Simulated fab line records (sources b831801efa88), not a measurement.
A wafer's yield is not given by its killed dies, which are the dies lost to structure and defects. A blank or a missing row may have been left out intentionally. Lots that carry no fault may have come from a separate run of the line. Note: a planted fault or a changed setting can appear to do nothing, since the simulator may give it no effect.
2 desks, one fault -- flow gf180mcu -- each desk has only its own numbers; what lay behind them comes last

== THE TOOL OWNER'S DESK: litho_track-02 ==
The tool's own readings at GF_MVPSD_DEHYDRATE_00 (time 60 s): means of the sampled wafers that have a number, for each lot that ran on this tool. Any lot whose mean is over 4 standard deviations away from the usual mean is out of limits and marked OUT; that distance is given in the brackets.
Columns: A = heater_power_total_W at GF_MVPSD_DEHYDRATE_00, usual 160.39 W; B = run_length_s at GF_MVPSD_DEHYDRATE_00, usual 89.12 s
lot,first seen here,A,B
L829,day 4 20:41,160.43,89.23
L830,day 5 03:23,160.36,89.16
L833,day 5 22:09,160.49,89.34
L835,day 6 09:00,160.30,89.21
L844,day 8 13:39,162.45 (+15) OUT,86.59 (-18) OUT
L847,day 9 08:00,162.48 (+15) OUT,86.61 (-18) OUT
This desk's verdict: out of limits on L844, L847, starting with L844 at day 8 13:39 (heater_power_total_W at GF_MVPSD_DEHYDRATE_00). In limits: L829, L830, L833, L835.

== AT THE METROLOGY DESK ==
Means of the sampled wafers that have a number, per lot and without regard to the tool the lot ran on: this is what the gauges read. Any lot whose mean is over 4 standard deviations away from the usual mean is out of limits and marked OUT; that distance is given in the brackets.
Columns: A = STI_CVD_03_THK at GF_STI_THK_MEAS_04, usual 207.8 nm; B = cd_nm at GF_STI_CD_MEAS_12, usual 220.4 nm
lot,first seen here,A,B
L828,day 1 14:22,207.5,220.8
L829,day 1 18:34,208.2,219.1
L830,day 1 23:34,207.5,219.7
L831,day 2 04:34,206.4,220.3
L832,day 2 09:34,207.9,221.7
L833,day 2 14:34,205.2,219.4
L834,day 2 19:34,211.7,220.8
L835,day 3 00:34,205.7,220.5
L838,day 3 15:34,208.0,220.9
L844,day 4 21:48,207.6,219.7
L847,day 5 12:34,207.3,221.5
L849,day 6 00:22,209.6,219.6
L850,day 6 03:34,204.2,220.6
L851,day 6 09:03,210.5,220.9
Finding of this desk: none of the 14 lots has anything out of limits.

== ALL TOGETHER ==
The tool owner's desk had the chance to raise an alarm at day 8 13:39 on L844, L847.
Nothing out of limits was seen by the metrology desk.
The metrology desk has L844, L847 on record, within its limits.
GF_MVPSD_DEHYDRATE_00 was run on litho_track-02 by each of the lots named.

== WHAT THE SIMULATOR HAD INSERTED ==
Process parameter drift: litho_track-02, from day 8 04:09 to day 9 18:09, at GF_MVPSD_DEHYDRATE_00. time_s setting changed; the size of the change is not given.
Lots struck among those shown: L844, L847.
How many hours passed from the start of the fault until each desk's first out-of-limits reading: the tool owner's desk, 10.
